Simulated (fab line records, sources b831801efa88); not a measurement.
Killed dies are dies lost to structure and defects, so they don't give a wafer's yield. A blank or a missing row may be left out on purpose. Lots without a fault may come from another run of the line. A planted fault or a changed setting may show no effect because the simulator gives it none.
A struck lot beside a sound one | flow sfq_line | 13 steps out of a route of 325
Sound: wafers L895.1, L895.5, L895.6. Struck: wafer L903.4. (L903.3, L903.6 of the same lot were not struck and are left out.) The cause comes at the end.
At each step with rows: each side's tool, then ch and its chambers, then its first start. Under that, the readings that differ: sound wafers | struck wafers | difference of the means | sigmas: that difference in standard deviations of wafers without a fault.
alike: readings whose means differ by less than 2 such deviations, and words and numbers that are the same on both sides. not compared: withheld readings, readings that some wafer has no value for, bounds like >300 that may hide the same value, and numbers for which the record gives no deviation and whose values overlap.
The two part at a step that has a row with sigmas, a row that says differs or no value, or rows on one side only. Numbers that don't overlap but have no deviation are shown without sigmas and don't part them. A reading that every wafer of one side lacks parts them only if that side has two wafers or more.

first, 1 step without rows for these wafers: SFQ_TRILAYER_JJ_TRILAYER_DEP_AL_OXIDATION_111 (oxidation time 600 s).
SFQ_TRILAYER_JJ_TRILAYER_DEP_SPUTTER_112: material Nb, target thk 170 nm, time 113.3 s.
  sound on pvd_sputter-06, day 51 15:58; struck on pvd_sputter-03, day 55 01:30
  alike: throttle_valve_pct
SFQ_JJ_RS_MEAS_929: measures by four-point-probe.
  sound on film_metro-01, day 51 16:03; struck on film_metro-02, day 55 01:37
  alike: JJ_NB_RS
then, 6 steps without rows for these wafers: SFQ_TRILAYER_JJ_CE_LITHO_COAT_119 (resist thk 62 nm); SFQ_TRILAYER_JJ_CE_LITHO_COAT_114 (resist thk 600 nm); SFQ_TRILAYER_JJ_CE_LITHO_SOFTBAKE_118; SFQ_TRILAYER_JJ_CE_LITHO_EXPOSE_115 (exposes mask J5, target cd 700 nm); SFQ_TRILAYER_JJ_CE_LITHO_PEB_117 (peb time 60 s); SFQ_TRILAYER_JJ_CE_LITHO_DEVELOP_116 (time 60 s).
-- the record jumps here: 4 days lie between the struck wafers' starts before and after --
SFQ_JJ_OVL_MEAS_931:
  sound on overlay-02, day 57 04:23; struck on overlay-02, day 59 07:40
  alike: J5_OVL
SFQ_TRILAYER_JJ_CE_METRO_MEASURE_117:
  sound on cd_sem-02, day 57 04:26; struck on cd_sem-02, day 59 08:06
  alike: cd_nm
SFQ_TRILAYER_JJ_CE_BARC_OPEN_RIE_150: chemistry O2, target BARC, target depth 240 nm, time 80 s.
  sound on rie_metal-04 ch 1, day 57 05:38; struck on rie_metal-04 ch 1, day 59 08:56
  reading            | sound             | struck | difference | sigmas
  rf_fwd_power_W (W) | 595.6 596.8 598.7 | 690.6  | +93.6      | +45
  alike: drypump_motor_current_A, oes_product_au
  not compared: rf_hours_counter_h
SFQ_TRILAYER_JJ_CE_ETCH_RIE_118: chemistry SF6, target Nb, stops on Al2O3, time 97.7 s, target depth 170 nm.
  sound on rie_metal-04 ch 1, day 57 05:49; struck on rie_metal-04 ch 1, day 59 09:01
  alike: drypump_motor_current_A, oes_product_au, rf_fwd_power_W
  not compared: rf_hours_counter_h

WHERE THEY PART
Only at SFQ_TRILAYER_JJ_CE_BARC_OPEN_RIE_150, within this record. Later steps at which nothing parts them and some readings are alike: SFQ_TRILAYER_JJ_CE_ETCH_RIE_118.

WHY: what the simulator had put in
Process parameter drift: rie_metal-04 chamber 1, from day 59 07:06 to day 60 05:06, at SFQ_TRILAYER_JJ_CE_BARC_OPEN_RIE_150. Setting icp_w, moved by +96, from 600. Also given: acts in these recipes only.
